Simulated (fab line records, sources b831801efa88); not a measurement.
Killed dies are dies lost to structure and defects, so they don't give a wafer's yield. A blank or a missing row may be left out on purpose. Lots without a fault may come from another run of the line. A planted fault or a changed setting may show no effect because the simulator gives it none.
Which tool did it? | flow sky130 | 14 lots, 42 wafers sampled, at 6 steps of a route of 708

WHAT THE GAUGES READ, wafer by wafer
SKY_SONOS_TUNNEL_TW_MEAS_12. Usual: SONOS_TUNNEL_TW 197.2, standard deviation 1.4.
lot  | measured     | on            | SONOS_TUNNEL_TW   | flag
L313 | day 11 14:21 | film_metro-02 | 197.4 197.6 197.2 |
L315 | day 12 10:55 | film_metro-02 | 197.0 196.7 196.1 |
L323 | day 15 01:25 | film_metro-04 | 199.7 198.8 198.5 |
L324 | day 15 06:22 | film_metro-02 | 196.9 196.5 197.4 |
L325 | day 15 14:52 | film_metro-03 | 195.4 194.2 195.0 |
L326 | day 16 00:28 | film_metro-03 | 195.7 196.5 195.3 |
L327 | day 16 08:08 | film_metro-02 | 199.1 198.4 199.2 |
L328 | day 16 13:52 | film_metro-02 | 197.5 197.6 198.9 |
L329 | day 16 21:19 | film_metro-03 | 195.1 195.5 197.2 |
L330 | day 17 02:23 | film_metro-04 | 199.5 199.5 199.3 |
L331 | day 17 14:04 | film_metro-03 | 194.8 195.3 194.2 |
L332 | day 18 02:31 | film_metro-03 | 196.2 195.5 196.8 |
L334 | day 18 21:00 | film_metro-04 | 199.4 200.1 199.5 |
L335 | day 19 04:49 | film_metro-04 | 197.3 198.6 197.5 |

SKY_POLY_GATE_THK_MEAS_01. Usual: POLY_GATE_CVD_00_THK 180.1 nm, standard deviation 1.5.
lot  | measured     | on            | POLY_GATE_CVD_00_THK (nm) | flag
L313 | day 14 07:22 | film_metro-03 | 182.4 180.3 182.6         |
L315 | day 15 11:54 | film_metro-01 | 182.3 181.2 181.9         |
L323 | day 17 22:42 | film_metro-03 | 178.4 178.5 178.6         |
L324 | day 18 05:55 | film_metro-03 | 180.8 179.9 181.6         |
L325 | day 19 06:27 | film_metro-01 | 182.5 180.6 180.4         |
L326 | day 19 07:58 | film_metro-01 | 181.6 179.8 181.1         |
L327 | day 19 07:58 | film_metro-04 | 179.6 179.6 180.6         |
L328 | day 19 12:20 | film_metro-03 | 178.4 179.3 180.4         |
L329 | day 19 23:57 | film_metro-03 | 181.1 180.8 181.5         |
L330 | day 20 02:16 | film_metro-04 | 181.6 183.0 183.1         |
L331 | day 20 11:39 | film_metro-01 | 179.9 181.2 179.7         |
L332 | day 21 02:32 | film_metro-03 | 181.0 180.5 181.3         |
L334 | day 21 22:31 | film_metro-04 | 179.4 178.1 179.9         |
L335 | day 22 06:04 | film_metro-03 | 180.7 179.9 180.6         |

SKY_LDD_N_TW_MEAS_17. Usual: LDD_N_TW 2592, standard deviation 10.
lot  | measured     | on            | LDD_N_TW       | flag
L313 | day 18 01:10 | film_metro-04 | 2619 2598 2616 |
L315 | day 19 08:46 | film_metro-04 | 2593 2587 2587 |
L323 | day 22 01:13 | film_metro-02 | 2434 2443 2446 | OFF
L324 | day 22 07:10 | film_metro-02 | 2451 2437 2449 | OFF
L325 | day 23 06:35 | film_metro-04 | 2579 2583 2593 |
L326 | day 23 08:34 | film_metro-04 | 2574 2576 2588 |
L327 | day 23 07:40 | film_metro-01 | 2599 2597 2592 |
L328 | day 23 12:16 | film_metro-02 | 2595 2594 2591 |
L329 | day 24 01:02 | film_metro-04 | 2611 2599 2606 |
L330 | day 24 02:07 | film_metro-02 | 2599 2590 2602 |
L331 | day 24 10:29 | film_metro-01 | 2604 2593 2589 |
L332 | day 25 01:28 | film_metro-04 | 2596 2603 2602 |
L334 | day 25 21:34 | film_metro-04 | 2593 2594 2593 |
L335 | day 26 04:23 | film_metro-04 | 2594 2597 2600 |

WHICH TOOL RAN EACH LOT (tool, then ch and the chambers of the sampled wafers, then the start)
lot  | SKY_POLY_GATE_ETCH_15              | SKY_LDD_N_IMPLANT_11            | SKY_LDD_N_STRIP_16
L313 | rie_diel-02 ch 1,3, day 16 15:29   | implanter-04 ch 0, day 18 00:19 | plasma_asher-03 ch 0,1, day 18 01:03
L315 | rie_diel-02 ch 0,3, day 17 22:56   | implanter-01 ch 0, day 19 07:55 | plasma_asher-01 ch 0,1, day 19 08:40
L323 | rie_diel-04 ch 1,3, day 20 13:17   | implanter-01, day 22 00:24      | plasma_asher-03 ch 0,1, day 22 01:08
L324 | rie_diel-01 ch 0,3, day 20 20:38   | implanter-01, day 22 06:20      | plasma_asher-04 ch 1, day 22 07:04
L325 | rie_diel-04 ch 0,1, day 21 21:08   | implanter-01 ch 0, day 23 05:46 | plasma_asher-03 ch 0,1, day 23 06:30
L326 | rie_diel-01 ch 0,1, day 22 00:20   | implanter-01 ch 0, day 23 07:43 | plasma_asher-01 ch 0,1, day 23 08:27
L327 | rie_diel-02 ch 0,1,2, day 21 22:47 | implanter-03 ch 0, day 23 06:49 | plasma_asher-03 ch 0,1, day 23 07:34
L328 | rie_diel-02 ch 0,1, day 22 03:14   | implanter-01 ch 0, day 23 11:25 | plasma_asher-03 ch 0,1, day 23 12:10
L329 | rie_diel-01 ch 1,2,3, day 22 15:08 | implanter-01 ch 0, day 24 00:14 | plasma_asher-01 ch 0,1, day 24 00:56
L330 | rie_diel-04 ch 1,3, day 22 17:26   | implanter-04 ch 0, day 24 01:17 | plasma_asher-03 ch 0,1, day 24 02:01
L331 | rie_diel-01 ch 1,2,3, day 23 02:14 | implanter-01 ch 0, day 24 09:40 | plasma_asher-01 ch 0,1, day 24 10:23
L332 | rie_diel-01 ch 0,1, day 23 16:08   | implanter-04 ch 0, day 25 00:37 | plasma_asher-04 ch 0,1, day 25 01:21
L334 | rie_diel-02 ch 0,1,3, day 24 12:51 | implanter-04 ch 0, day 25 20:43 | plasma_asher-03 ch 0,1, day 25 21:28
L335 | rie_diel-02 ch 0,1, day 24 20:23   | implanter-03 ch 0, day 26 03:34 | plasma_asher-03 ch 0,1, day 26 04:18
- SKY_POLY_GATE_ETCH_15: etches BARC in N2/H2, stops on SiO2, time 118.5 s, target depth 110 nm.
- SKY_LDD_N_IMPLANT_11
- SKY_LDD_N_STRIP_16: strips in O2/N2.

WHAT THE TOOLS THEMSELVES READ (means of the sampled wafers that have a number; where no wafer has one, the mark that the record gives instead)
SKY_POLY_GATE_ETCH_15. Usual: drypump_motor_current_A 5.7 A, standard deviation 0.57; h2_flow_sccm 200.0 sccm, standard deviation 0.57; oes_product_au 0.716 a.u., standard deviation 0.0048; throttle_valve_pct 13.212 %, standard deviation 0.0098.
lot  | tool        | drypump_motor_current_A (A) | h2_flow_sccm (sccm) | oes_product_au (a.u.) | throttle_valve_pct (%) | flag
L313 | rie_diel-02 | 6.0                         | 200.4               | 0.719                 | 13.216                 |
L315 | rie_diel-02 | 5.0                         | 199.8               | 0.714                 | 13.220                 |
L323 | rie_diel-04 | 5.8                         | 199.9               | 0.714                 | 13.221                 |
L324 | rie_diel-01 | 6.1                         | 200.1               | 0.715                 | 13.215                 |
L325 | rie_diel-04 | 6.1                         | 199.8               | 0.714                 | 13.214                 |
L326 | rie_diel-01 | 5.4                         | 199.3               | 0.718                 | 13.218                 |
L327 | rie_diel-02 | 5.7                         | 199.8               | 0.715                 | 13.216                 |
L328 | rie_diel-02 | 5.5                         | 199.5               | 0.716                 | 13.225                 |
L329 | rie_diel-01 | 5.6                         | 199.7               | 0.722                 | 13.216                 |
L330 | rie_diel-04 | 6.0                         | 200.4               | 0.714                 | 13.215                 |
L331 | rie_diel-01 | 5.7                         | 199.9               | 0.718                 | 13.207                 |
L332 | rie_diel-01 | 5.6                         | 199.8               | 0.718                 | 13.206                 |
L334 | rie_diel-02 | 5.5                         | 199.6               | 0.721                 | 13.210                 |
L335 | rie_diel-02 | 6.0                         | 199.8               | 0.715                 | 13.207                 |

SKY_LDD_N_IMPLANT_11. Usual: beam_energy_keV 20.001, standard deviation 0.0061; beam_on_s 9.99 s, standard deviation 0.2.
lot  | tool         | beam_energy_keV | beam_on_s (s) | flag
L313 | implanter-04 | 20.002          | 10.01         |
L315 | implanter-01 | 20.000          | 10.00         |
L323 | implanter-01 | -               | -             | OFF
L324 | implanter-01 | -               | -             | OFF
L325 | implanter-01 | 19.992          | 9.82          |
L326 | implanter-01 | 20.004          | 9.90          |
L327 | implanter-03 | 20.003          | 10.18         |
L328 | implanter-01 | 20.008          | 9.86          |
L329 | implanter-01 | 20.002          | 9.87          |
L330 | implanter-04 | 20.008          | 9.94          |
L331 | implanter-01 | 20.006          | 10.06         |
L332 | implanter-04 | 19.996          | 10.13         |
L334 | implanter-04 | 20.004          | 9.92          |
L335 | implanter-03 | 20.002          | 9.84          |

SKY_LDD_N_STRIP_16. Usual: drypump_motor_current_A 5.9 A, standard deviation 0.47; oes_product_au 0.407 a.u., standard deviation 0.0042; strip_time_to_endpoint_s 4.317 s, standard deviation 0.014.
lot  | tool            | drypump_motor_current_A (A) | oes_product_au (a.u.) | strip_time_to_endpoint_s (s) | flag
L313 | plasma_asher-03 | 6.5                         | 0.404                 | 4.299                        |
L315 | plasma_asher-01 | 5.7                         | 0.409                 | 4.309                        |
L323 | plasma_asher-03 | 6.4                         | 0.404                 | 4.118                        | OFF
L324 | plasma_asher-04 | 5.9                         | 0.411                 | 4.142                        | OFF
L325 | plasma_asher-03 | 6.4                         | 0.411                 | 4.328                        |
L326 | plasma_asher-01 | 5.6                         | 0.407                 | 4.303                        |
L327 | plasma_asher-03 | 6.1                         | 0.406                 | 4.323                        |
L328 | plasma_asher-03 | 6.4                         | 0.408                 | 4.306                        |
L329 | plasma_asher-01 | 5.6                         | 0.409                 | 4.335                        |
L330 | plasma_asher-03 | 6.4                         | 0.406                 | 4.335                        |
L331 | plasma_asher-01 | 5.6                         | 0.404                 | 4.318                        |
L332 | plasma_asher-04 | 5.7                         | 0.407                 | 4.338                        |
L334 | plasma_asher-03 | 6.1                         | 0.407                 | 4.314                        |
L335 | plasma_asher-03 | 6.5                         | 0.405                 | 4.310                        |

THE ANSWER, worked out from the rows above alone
Rule: a lot is off if the mean of its wafers that have a number lies more than 3 standard deviations from the usual mean. A lot without any number at a reading at which 4 lots or more have one is off too. The other lots that the step has rows for count as sound. The gauges are gone through in route order, then the tools' own readings, and for those a lot's mean is taken as printed above. The first step at which some lot is off is used, and at that step the reading that is off furthest; a lot without a number counts as furthest.
Off: L323, L324, at SKY_LDD_N_TW_MEAS_17 (LDD_N_TW).
A tool fits if, at a process step before that reading, it ran every lot that is off, and no sound lot after the first of them. The gauges at SKY_LDD_N_TW_MEAS_17 aren't tried: what is off there is off at SKY_LDD_N_IMPLANT_11 too, on other tools, and a gauge's error can't cause that. None of those tried fits.

WHAT THE SIMULATOR HAD PUT IN
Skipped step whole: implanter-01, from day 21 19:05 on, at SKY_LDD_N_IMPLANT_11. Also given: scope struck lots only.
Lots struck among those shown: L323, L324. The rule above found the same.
